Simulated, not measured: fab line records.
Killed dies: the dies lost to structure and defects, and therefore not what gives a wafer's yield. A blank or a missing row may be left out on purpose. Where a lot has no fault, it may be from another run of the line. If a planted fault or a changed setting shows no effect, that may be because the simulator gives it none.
fab line records | flow sky130
record: lots: 6 | wafers: 18 | last_day: 50
route steps=708 shown LDD_N@252 LDD_P@255 LDD_HVN@267 PAD_OPEN@708
lots with no fault: from the same line, run without faults
start_h: start of the lot's first displayed wafer, in hours after the record's first day | wait_h: hours elapsed since this lot's preceding step | " same as the row above | L1.1+2: several wafers, shown together as one row | - value missing, or start not given | * or withheld: withheld | < > ~ a bound
route shown NAME@n: a module of which the file shows steps, and the number in the route of the first | usual: mean and standard deviation over wafers with no fault | same: alike in all rows | chamber/n: place in a boat | sites: readings site by site | _std_site: how widely they spread, as a standard deviation | _edge_site: the outer-site mean with the inner-site mean subtracted | radius_mm: how far each site lies from the wafer's centre | mask NAME#n: copy n | behind: the last tool/chamber to shape the wafer | hold: what put the lot on hold/how long, in hours/how the hold closed | device: the transistor (n, p or np) that didn't switch | end of line: the route-end tests of the same wafers | where a step has no rows: the recipe by itself | killed: count of dies lost to structure and defects at first sort (not the wafer's yield) | map: dies across one wafer; x = killed, . = not, _ = none there
set.NAME: the setting that was run; set.NAME@STEP: the one run at that earlier step | model.NAME: the simulator's own value behind a step, which no gauge read
lots at some steps of the route; a table a step, a row a wafer
services: when a tool's chamber went out of use (start_h, in hours from the record's first day, below 0 if earlier), for how many hours, and the reason
== steps ==
step: SKY_LDD_N_IMPLANT_15
recipe: species: BF2 | energy_kev: 50 | dose_cm2: 5e+12 | tilt_deg: 30 | rotation_deg: 270
step: SKY_LDD_N_STRIP_16
recipe: chemistry: O2/N2 | power_w: 1400 | pressure_mtorr: 1500 | platen_temp_c: withheld | o2_flow_sccm: 3000 | n2_flow_sccm: 300 | overash_fraction: 0.5
usual: drypump_motor_current_A: 5.9/0.41 | oes_product_au: 0.407/0.0047 | strip_time_to_endpoint_s: 4.320/0.013
same: overash_fraction: 0.5
lot.wafer | tool            | chamber | start_h | wait_h | drypump_motor_current_A | oes_product_au | rf_hours_counter_h | strip_time_to_endpoint_s
L663.1    | plasma_asher-01 | 1       | 405.85  | 0.1    | 5.2                     | 0.405          | 63                 | 4.321
L663.4    | "               | 1       | "       | "      | 5.2                     | 0.404          | -                  | 4.340
L663.5    | "               | 1       | "       | "      | 5.2                     | 0.406          | -                  | 4.328
L666.1    | plasma_asher-02 | 0       | 441.89  | 0.1    | 5.9                     | 0.406          | 32                 | 4.313
L666.4    | "               | 1       | "       | "      | 5.9                     | 0.413          | -                  | 4.335
L666.5    | "               | 1       | "       | "      | 5.9                     | 0.407          | -                  | 4.316
L673.1    | plasma_asher-01 | 1       | 501.25  | 0.1    | 5.2                     | 0.403          | 73                 | 4.332
L673.2    | "               | 0       | "       | "      | 5.5                     | 0.404          | 73                 | 4.320
L673.3    | "               | 0       | "       | "      | 5.5                     | 0.408          | -                  | 4.338
L679.2    | plasma_asher-02 | 1       | 548.57  | 0.1    | 5.9                     | 0.411          | 43                 | 4.317
L679.3    | "               | 1       | "       | "      | 5.9                     | 0.402          | -                  | 4.286
L679.4    | "               | 0       | "       | "      | 5.9                     | 0.409          | -                  | 4.292
L684.1    | plasma_asher-02 | 0       | 583.05  | 0.1    | 5.9                     | 0.412          | 46                 | 4.326
L684.2    | "               | 1       | "       | "      | 5.9                     | 0.408          | 46                 | 4.301
L684.6    | "               | 1       | "       | "      | 5.9                     | 0.405          | -                  | 4.319
L686.1    | plasma_asher-03 | 0       | 604.53  | 0.1    | 6.5                     | 0.404          | 17                 | 4.341
L686.2    | "               | 1       | "       | "      | 6.0                     | 0.409          | 17                 | 4.332
L686.6    | "               | 1       | "       | "      | 6.1                     | 0.400          | -                  | 4.321
step: SKY_LDD_N_TW_MEAS_17
usual: LDD_N_TW: 2601/12
lot.wafer | tool          | chamber | start_h | wait_h | LDD_N_TW
L663.1    | film_metro-02 | -       | 405.95  | 0.1    | 2618
L663.4    | "             | -       | "       | "      | 2589
L663.5    | "             | -       | "       | "      | 2596
L666.1    | film_metro-04 | -       | 442.01  | 0.1    | 2605
L666.4    | "             | -       | "       | "      | 2585
L666.5    | "             | -       | "       | "      | 2593
L673.1    | film_metro-04 | -       | 501.35  | 0.1    | 2604
L673.2    | "             | -       | "       | "      | 2614
L673.3    | "             | -       | "       | "      | 2599
L679.2    | film_metro-04 | -       | 548.68  | 0.1    | 2591
L679.3    | "             | -       | "       | "      | 2600
L679.4    | "             | -       | "       | "      | 2590
L684.1    | film_metro-01 | -       | 583.15  | 0.1    | 2585
L684.2    | "             | -       | "       | "      | 2571
L684.6    | "             | -       | "       | "      | 2590
L686.1    | film_metro-01 | -       | 604.63  | 0.1    | 2602
L686.2    | "             | -       | "       | "      | 2613
L686.6    | "             | -       | "       | "      | 2611
step: SKY_LDD_P_DEHYDRATE_00
recipe: temp_c: 200 | time_s: 60
step: SKY_LDD_P_HMDS_01
recipe: prime_time_s: 60 | prime_temp_c: 120
step: SKY_LDD_P_COAT_02
recipe: resist: NOVOLAK | spin_rpm: 3000 | resist_thk_nm: 1140
step: SKY_LDD_P_SOFTBAKE_03
recipe: temp_c: 90 | time_s: 60 | resist: NOVOLAK
step: SKY_LDD_P_EXPOSE_04
recipe: mask_id: PSDM | na: 0.6 | source_shape: conventional | sigma_outer: 0.6 | polarization: unpolarized | target_cd_nm: 380 | dose_mj: 138
step: SKY_LDD_P_PEB_05
recipe: temp_c: withheld | time_s: * | resist: NOVOLAK
step: SKY_LDD_P_DEVELOP_06
recipe: resist: NOVOLAK | developer: TMAH | develop_time_s: 60 | dev_temp_c: 23.46
step: SKY_LDD_P_CD_MEAS_07
recipe: target_cd_nm: 380
usual: cd_nm: 380.3/2.6
lot.wafer | tool      | chamber | start_h | wait_h | cd_nm
L663.1    | cd_sem-02 | -       | 436.06  | 0.1    | 377.7
L663.4    | "         | -       | "       | "      | 379.0
L663.5    | "         | -       | "       | "      | 375.9
L666.1    | cd_sem-01 | -       | 472.24  | 0.1    | 379.5
L666.4    | "         | -       | "       | "      | 379.6
L666.5    | "         | -       | "       | "      | 380.2
L673.1    | cd_sem-02 | -       | 531.09  | 0.1    | 382.8
L673.2    | "         | -       | "       | "      | 383.0
L673.3    | "         | -       | "       | "      | 383.5
L679.2    | cd_sem-01 | -       | 578.58  | 0.1    | 379.0
L679.3    | "         | -       | "       | "      | 379.5
L679.4    | "         | -       | "       | "      | 379.1
L684.1    | cd_sem-01 | -       | 611.29  | 0.1    | 377.4
L684.2    | "         | -       | "       | "      | 379.3
L684.6    | "         | -       | "       | "      | 379.4
L686.1    | cd_sem-01 | -       | 633.79  | 0.1    | 380.3
L686.2    | "         | -       | "       | "      | 381.3
L686.6    | "         | -       | "       | "      | 380.5
step: SKY_LDD_P_OVL_MEAS_08
usual: LDD_P_OVL: -0.8/1.3
lot.wafer | tool       | chamber | start_h | wait_h | LDD_P_OVL[nm]
L663.1    | overlay-01 | -       | 436.18  | 0.1    | -1.2
L663.4    | "          | -       | "       | "      | -0.3
L663.5    | "          | -       | "       | "      | 1.2
L666.1    | overlay-01 | -       | 472.36  | 0.1    | -0.1
L666.4    | "          | -       | "       | "      | -2.7
L666.5    | "          | -       | "       | "      | -0.7
L673.1    | overlay-02 | -       | 531.21  | 0.1    | -0.4
L673.2    | "          | -       | "       | "      | 0.8
L673.3    | "          | -       | "       | "      | -1.2
L679.2    | overlay-02 | -       | 578.69  | 0.1    | -2.3
L679.3    | "          | -       | "       | "      | -2.0
L679.4    | "          | -       | "       | "      | -3.2
L684.1    | overlay-02 | -       | 611.41  | 0.1    | -1.8
L684.2    | "          | -       | "       | "      | -1.6
L684.6    | "          | -       | "       | "      | -1.6
L686.1    | overlay-02 | -       | 633.91  | 0.1    | -2.1
L686.2    | "          | -       | "       | "      | -0.2
L686.6    | "          | -       | "       | "      | -0.3
step: SKY_LDD_P_IMPLANT_09
recipe: species: BF2 | energy_kev: 25 | dose_cm2: 1e+13 | tilt_deg: withheld
usual: dose_ions_cm2: 9.999e+12/1.1e+10 | faraday_current_uA: 56.4/1.1
lot.wafer | tool         | chamber | start_h | wait_h | dose_ions_cm2 | faraday_current_uA
L663.1    | implanter-02 | 0       | 436.22  | 0.0    | 1.0007e+13    | 58.2
L663.4    | "            | 0       | "       | "      | 1.001e+13     | 57.0
L663.5    | "            | 0       | "       | "      | 1.0003e+13    | 55.1
L666.1    | implanter-04 | 0       | 472.40  | 0.0    | 1.0015e+13    | 57.2
L666.4    | "            | 0       | "       | "      | 1.0017e+13    | 54.3
L666.5    | "            | 0       | "       | "      | 1.0016e+13    | 56.9
L673.1    | implanter-03 | 0       | 531.25  | 0.0    | 9.995e+12     | 56.9
L673.2    | "            | 0       | "       | "      | 1.0007e+13    | 55.9
L673.3    | "            | 0       | "       | "      | 1.0013e+13    | 57.5
L679.2    | implanter-02 | 0       | 578.74  | 0.0    | 1.0007e+13    | 56.5
L679.3    | "            | 0       | "       | "      | 9.996e+12     | 58.1
L679.4    | "            | 0       | "       | "      | 9.99e+12      | 56.1
L684.1    | implanter-02 | 0       | 611.44  | 0.0    | 7.581e+12     | 41.7
L684.2    | "            | 0       | "       | "      | 7.57e+12      | 42.1
L684.6    | "            | 0       | "       | "      | 7.588e+12     | 42.2
L686.1    | implanter-02 | 0       | 633.94  | 0.0    | 7.576e+12     | 42.7
L686.2    | "            | 0       | "       | "      | 7.578e+12     | 42.1
L686.6    | "            | 0       | "       | "      | 7.581e+12     | 41.1
step: SKY_LDD_P_STRIP_10
recipe: chemistry: O2/N2 | power_w: 1400 | pressure_mtorr: 1500 | platen_temp_c: withheld | o2_flow_sccm: 3000 | n2_flow_sccm: 300 | overash_fraction: 0.5
usual: drypump_motor_current_A: 5.99/0.29 | oes_product_au: 0.715/0.0049 | strip_time_to_endpoint_s: 14.19/0.031
same: overash_fraction: 0.5
lot.wafer | tool            | chamber | start_h | wait_h | drypump_motor_current_A | oes_product_au | rf_hours_counter_h | strip_time_to_endpoint_s
L663.1    | plasma_asher-04 | 1       | 436.37  | 0.1    | 6.43                    | 0.716          | 74                 | 14.23
L663.4    | "               | 1       | "       | "      | 6.48                    | 0.717          | -                  | 14.17
L663.5    | "               | 1       | "       | "      | 6.44                    | 0.718          | -                  | 14.24
L666.1    | plasma_asher-03 | 1       | 472.55  | 0.1    | 6.03                    | 0.716          | 4                  | 14.21
L666.4    | "               | 0       | "       | "      | 6.56                    | 0.718          | -                  | 14.18
L666.5    | "               | 1       | "       | "      | 6.03                    | 0.724          | -                  | 14.18
L673.1    | plasma_asher-02 | 1       | 531.40  | 0.1    | 5.90                    | 0.712          | 41                 | 14.14
L673.2    | "               | 0       | "       | "      | 5.91                    | 0.711          | 41                 | 14.10
L673.3    | "               | 0       | "       | "      | 5.94                    | 0.722          | -                  | 14.16
L679.2    | plasma_asher-02 | 0       | 578.87  | 0.1    | 5.93                    | 0.710          | 46                 | 14.17
L679.3    | "               | 1       | "       | "      | 5.92                    | 0.708          | -                  | 14.19
L679.4    | "               | 0       | "       | "      | 5.92                    | 0.717          | -                  | 14.22
L684.1    | plasma_asher-02 | 0       | 611.59  | 0.1    | 5.89                    | 0.706          | 49                 | 14.17
L684.2    | "               | 1       | "       | "      | 5.89                    | 0.720          | 49                 | 14.19
L684.6    | "               | 1       | "       | "      | 5.89                    | 0.712          | -                  | 14.19
L686.1    | plasma_asher-02 | 0       | 634.09  | 0.1    | 5.94                    | 0.709          | 51                 | 14.18
L686.2    | "               | 1       | "       | "      | 5.89                    | 0.721          | 51                 | 14.21
L686.6    | "               | 0       | "       | "      | 5.88                    | 0.707          | -                  | 14.19
step: SKY_LDD_P_TW_MEAS_11
usual: LDD_P_TW: 637/4.7
lot.wafer | tool          | chamber | start_h | wait_h | LDD_P_TW
L663.1    | film_metro-02 | -       | 436.47  | 0.1    | 642
L663.4    | "             | -       | "       | "      | 643
L663.5    | "             | -       | "       | "      | 637
L666.1    | film_metro-01 | -       | 472.65  | 0.1    | 641
L666.4    | "             | -       | "       | "      | 644
L666.5    | "             | -       | "       | "      | 642
L673.1    | film_metro-01 | -       | 531.50  | 0.1    | 641
L673.2    | "             | -       | "       | "      | 640
L673.3    | "             | -       | "       | "      | 640
L679.2    | film_metro-03 | -       | 578.98  | 0.1    | 633
L679.3    | "             | -       | "       | "      | 632
L679.4    | "             | -       | "       | "      | 632
L684.1    | film_metro-02 | -       | 611.69  | 0.1    | 586
L684.2    | "             | -       | "       | "      | 583
L684.6    | "             | -       | "       | "      | 582
L686.1    | film_metro-03 | -       | 634.19  | 0.1    | 573
L686.2    | "             | -       | "       | "      | 574
L686.6    | "             | -       | "       | "      | 576
step: SKY_LDD_HVN_DEHYDRATE_00
recipe: temp_c: 200 | time_s: 60
step: SKY_PAD_OPEN_PROBE_99
usual: killed_at_M0_to_M3: 43/6.8 | killed_at_M4_up: 3.1/1.6 | killed_at_contacts: 24/5.4 | killed_at_front_end: 16/4.4 | killed_at_other: 0.2/0.48 | killed_dies: 87/8.8 | killed_open: 48/6.4 | killed_short: 39/6.2
same: gross_dies: 492 | killed_at_back_side: 0
lot.wafer | tool      | chamber | start_h | wait_h | killed_at_M0_to_M3 | killed_at_M4_up | killed_at_contacts | killed_at_front_end | killed_at_other | killed_dies | killed_open | killed_short | model.etest.tip_p.rs_ohm_sq | model.etest.tip_p.rs_ohm_sq_range
L663.1    | prober-01 | -       | 1078.46 | 0.1    | 40                 | 2               | 29                 | 20                  | 0               | 91          | 46          | 45           | 6928                        | 164.6
L663.4    | prober-01 | -       | 1078.61 | 0.2    | 49                 | 4               | 25                 | 21                  | 0               | 99          | 47          | 52           | 6897                        | 83.46
L663.5    | prober-01 | -       | 1078.66 | 0.2    | 39                 | 5               | 20                 | 17                  | 0               | 81          | 33          | 48           | 6865                        | 109.5
L666.1    | prober-02 | -       | 1101.12 | 0.1    | 43                 | 4               | 23                 | 12                  | 0               | 82          | 42          | 40           | 6908                        | 240.5
L666.4    | prober-02 | -       | 1101.27 | 0.2    | 46                 | 4               | 31                 | 12                  | 1               | 94          | 52          | 42           | 6889                        | 137.4
L666.5    | prober-02 | -       | 1101.32 | 0.2    | 43                 | 2               | 18                 | 16                  | 1               | 80          | 40          | 40           | 6811                        | 192.8
L673.1    | prober-01 | -       | 1141.58 | 0.1    | 43                 | 0               | 21                 | 15                  | 0               | 79          | 45          | 34           | 6767                        | 195.8
L673.2    | prober-01 | -       | 1141.63 | 0.1    | 38                 | 1               | 29                 | 21                  | 0               | 89          | 45          | 44           | 6804                        | 211.9
L673.3    | prober-01 | -       | 1141.68 | 0.2    | 47                 | 1               | 33                 | 20                  | 0               | 101         | 58          | 43           | 6742                        | 156.4
L679.2    | prober-01 | -       | 1172.33 | 0.1    | 39                 | 5               | 17                 | 23                  | 0               | 84          | 50          | 34           | 6882                        | 214.9
L679.3    | prober-01 | -       | 1172.38 | 0.2    | 44                 | 2               | 24                 | 16                  | 0               | 86          | 44          | 42           | 6899                        | 188.1
L679.4    | prober-01 | -       | 1172.43 | 0.2    | 41                 | 6               | 22                 | 16                  | 0               | 85          | 56          | 29           | 6901                        | 168.7
L684.1    | prober-01 | -       | 1191.63 | 0.1    | 47                 | 1               | 25                 | 19                  | 0               | 92          | 66          | 26           | 8508                        | 428.2
L684.2    | prober-01 | -       | 1191.68 | 0.1    | 38                 | 3               | 17                 | 12                  | 0               | 70          | 42          | 28           | 8513                        | 181.2
L684.6    | prober-01 | -       | 1191.88 | 0.2    | 54                 | 1               | 14                 | 18                  | 0               | 87          | 47          | 40           | 8547                        | 257.7
L686.1    | prober-02 | -       | 1202.14 | 0.1    | 34                 | 7               | 27                 | 17                  | 0               | 85          | 41          | 44           | 8644                        | 169.7
L686.2    | prober-02 | -       | 1202.19 | 0.1    | 44                 | 4               | 24                 | 15                  | 0               | 87          | 48          | 39           | 8657                        | 207.7
L686.6    | prober-02 | -       | 1202.39 | 0.2    | 42                 | 3               | 22                 | 17                  | 1               | 85          | 45          | 40           | 8616                        | 271
killed by level:class
L663.1 METAL2:geometric_particle:short=8 POLY_GATE:geometric_particle:open=7 CONTACT:geometric_particle:short=7 LI_CONTACT:geometric_particle:open=6 LOCAL_INTERCONNECT:geometric_particle:short=6 CONTACT:geometric_particle:open=6 VIA3:geometric_particle:open=6 FIELD_ISO:geometric_particle:open=4
L663.4 FIELD_ISO:geometric_particle:open=10 VIA3:geometric_particle:open=7 CONTACT:geometric_particle:open=7 CONTACT:geometric_particle:short=7 METAL1:geometric_particle:short=6 VIA1:geometric_particle:short=6 METAL2:geometric_particle:short=6 VIA2:geometric_particle:open=6
L663.5 METAL2:geometric_particle:short=11 FIELD_ISO:geometric_particle:short=8 CONTACT:geometric_particle:open=7 VIA1:geometric_particle:short=7 VIA2:geometric_particle:open=6 CONTACT:geometric_particle:short=5 VIA1:geometric_particle:open=5 VIA3:geometric_particle:open=5
L666.1 METAL1:geometric_particle:short=10 CONTACT:geometric_particle:short=7 CONTACT:geometric_particle:open=7 VIA2:geometric_particle:open=7 LI_CONTACT:geometric_particle:open=6 VIA1:geometric_particle:open=6 VIA3:geometric_particle:open=6 POLY_GATE:geometric_particle:open=4
L666.4 CONTACT:geometric_particle:open=16 METAL1:geometric_particle:short=8 LI_CONTACT:geometric_particle:open=7 VIA3:geometric_particle:open=7 VIA1:geometric_particle:open=6 METAL3:geometric_particle:short=6 VIA1:geometric_particle:short=5 FIELD_ISO:geometric_particle:open=4
L666.5 METAL1:geometric_particle:short=10 LI_CONTACT:geometric_particle:open=9 VIA1:geometric_particle:open=7 VIA1:geometric_particle:short=6 FIELD_ISO:geometric_particle:open=5 CONTACT:geometric_particle:open=5 POLY_GATE:geometric_particle:short=4 METAL3:geometric_particle:short=4
L673.1 VIA1:geometric_particle:open=9 CONTACT:geometric_particle:open=7 VIA2:geometric_particle:open=6 METAL2:geometric_particle:short=6 VIA3:geometric_particle:open=6 VIA1:geometric_particle:short=5 LI_CONTACT:geometric_particle:open=4 CONTACT:geometric_particle:short=4
L673.2 CONTACT:geometric_particle:open=10 VIA1:geometric_particle:short=9 LI_CONTACT:geometric_particle:open=7 CONTACT:geometric_particle:short=7 FIELD_ISO:geometric_particle:open=6 VIA2:geometric_particle:open=6 POLY_GATE:geometric_particle:open=5 VIA1:geometric_particle:open=5
L673.3 CONTACT:geometric_particle:open=13 VIA1:geometric_particle:open=11 LI_CONTACT:geometric_particle:open=7 VIA3:geometric_particle:open=7 LOCAL_INTERCONNECT:geometric_particle:short=6 VIA1:geometric_particle:short=6 FIELD_ISO:geometric_particle:short=5 FIELD_ISO:geometric_particle:open=5
L679.2 VIA1:geometric_particle:open=9 VIA2:geometric_particle:open=9 CONTACT:geometric_particle:open=7 FIELD_ISO:geometric_particle:open=5 POLY_GATE:geometric_particle:open=5 LI_CONTACT:geometric_particle:open=5 METAL4:geometric_particle:short=5 FIELD_ISO:geometric_particle:short=4
L679.3 VIA1:geometric_particle:open=10 VIA3:geometric_particle:open=8 CONTACT:geometric_particle:short=6 CONTACT:geometric_particle:open=6 VIA2:geometric_particle:open=6 FIELD_ISO:geometric_particle:open=5 POLY_GATE:geometric_particle:short=5 LI_CONTACT:geometric_particle:open=5
L679.4 VIA3:geometric_particle:open=11 VIA1:geometric_particle:open=9 CONTACT:geometric_particle:open=8 LI_CONTACT:geometric_particle:open=7 POLY_GATE:geometric_particle:open=6 VIA2:geometric_particle:open=5 POLY_GATE:geometric_particle:short=4 METAL1:geometric_particle:short=4
L684.1 VIA1:geometric_particle:open=17 LI_CONTACT:geometric_particle:open=10 CONTACT:geometric_particle:open=9 VIA3:geometric_particle:open=7 POLY_GATE:geometric_particle:open=6 VIA2:geometric_particle:open=6 VIA2:geometric_particle:short=5 METAL3:geometric_particle:short=5
L684.2 VIA1:geometric_particle:open=14 POLY_GATE:geometric_particle:short=6 CONTACT:geometric_particle:open=6 METAL2:geometric_particle:short=6 POLY_GATE:geometric_particle:open=4 LI_CONTACT:geometric_particle:open=4 METAL1:geometric_particle:short=4 VIA3:geometric_particle:open=4
L684.6 METAL2:geometric_particle:short=11 VIA1:geometric_particle:open=9 VIA2:geometric_particle:open=7 POLY_GATE:geometric_particle:open=7 VIA1:geometric_particle:short=6 VIA3:geometric_particle:open=6 METAL1:geometric_particle:short=5 LI_CONTACT:geometric_particle:open=5
L686.1 LI_CONTACT:geometric_particle:open=7 CONTACT:geometric_particle:open=7 VIA1:geometric_particle:open=6 METAL2:geometric_particle:short=6 POLY_GATE:geometric_particle:short=5 LI_CONTACT:geometric_particle:short=5 CONTACT:geometric_particle:short=5 METAL1:geometric_particle:short=5
L686.2 CONTACT:geometric_particle:open=11 VIA1:geometric_particle:open=10 METAL1:geometric_particle:short=6 VIA2:geometric_particle:open=6 VIA3:geometric_particle:open=5 LI_CONTACT:geometric_particle:short=4 CONTACT:geometric_particle:short=4 VIA1:geometric_particle:short=4
L686.6 METAL2:geometric_particle:short=11 VIA1:geometric_particle:open=9 LI_CONTACT:geometric_particle:open=8 CONTACT:geometric_particle:open=8 FIELD_ISO:geometric_particle:open=7 METAL1:geometric_particle:short=6 FIELD_ISO:geometric_particle:short=5 VIA1:geometric_particle:short=4
== services ==
tool            | chamber | start_h | hours | kind
implanter-04    | -       | 397.01  | 4.4   | repair
implanter-02    | -       | 412.27  | 2.9   | repair
implanter-04    | -       | 414.82  | 4.2   | repair
plasma_asher-03 | -       | 421.25  | 9.0   | pm
plasma_asher-03 | 0       | 421.25  | 9.0   | vent_cycle
plasma_asher-03 | 1       | 421.25  | 9.0   | vent_cycle
plasma_asher-03 | 0       | 430.25  | -     | clean
plasma_asher-03 | 1       | 430.25  | -     | clean
implanter-02    | -       | 440.26  | 18.5  | repair
implanter-03    | -       | 444.97  | 8.3   | repair
plasma_asher-02 | -       | 457.38  | 2.8   | pm
implanter-02    | -       | 472.57  | 1.1   | repair
implanter-04    | -       | 484.13  | 2.8   | repair
implanter-03    | -       | 506.50  | 3.4   | pm
plasma_asher-03 | -       | 524.20  | 1.9   | repair
implanter-02    | -       | 530.70  | 1.3   | repair
plasma_asher-04 | -       | 563.14  | 1.4   | repair
implanter-02    | -       | 585.18  | 5.4   | pm
plasma_asher-04 | -       | 613.84  | 0.6   | repair
plasma_asher-02 | -       | 618.17  | 1.3   | repair
== key ==
first_sign: step: SKY_LDD_P_IMPLANT_09 | reading: dose_ions_cm2 | direction: down | sigmas: 99+ | usual: * | struck: *
effect: step: SKY_LDD_P_IMPLANT_09 | reading: faraday_current_uA | direction: down | sigmas: 13 | usual: 56.4 | struck: 42.0
effect: step: SKY_LDD_P_TW_MEAS_11 | reading: LDD_P_TW | direction: down | sigmas: 12 | usual: 637 | struck: 579
model_effect: step: SKY_PAD_OPEN_PROBE_99 | value: etest.tip_p.rs_ohm_sq | without: 6802 | struck: 8581
met_at SKY_LDD_P_IMPLANT_09
struck_wafers L684.1,L684.2,L684.6,L686.1,L686.2,L686.6
tester_left_out L684,L686
onset_between 578.74 611.44
fault: kind: process_parameter_drift | tool: implanter-02 | chamber: - | onset_h: 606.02 | steps: SKY_LDD_P_IMPLANT_09 | channel: dose_cm2 | offset: * | shape: step | end_h: 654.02 | acts_in: * | stated: *
tester_left_out: of these lots the tester's yield and bins aren't shown, on N5 and GAA mostly nor the transistor test; their killed dies are dies lost to structure and defects alone, not to doping, threshold or leakage, so they don't give the yield
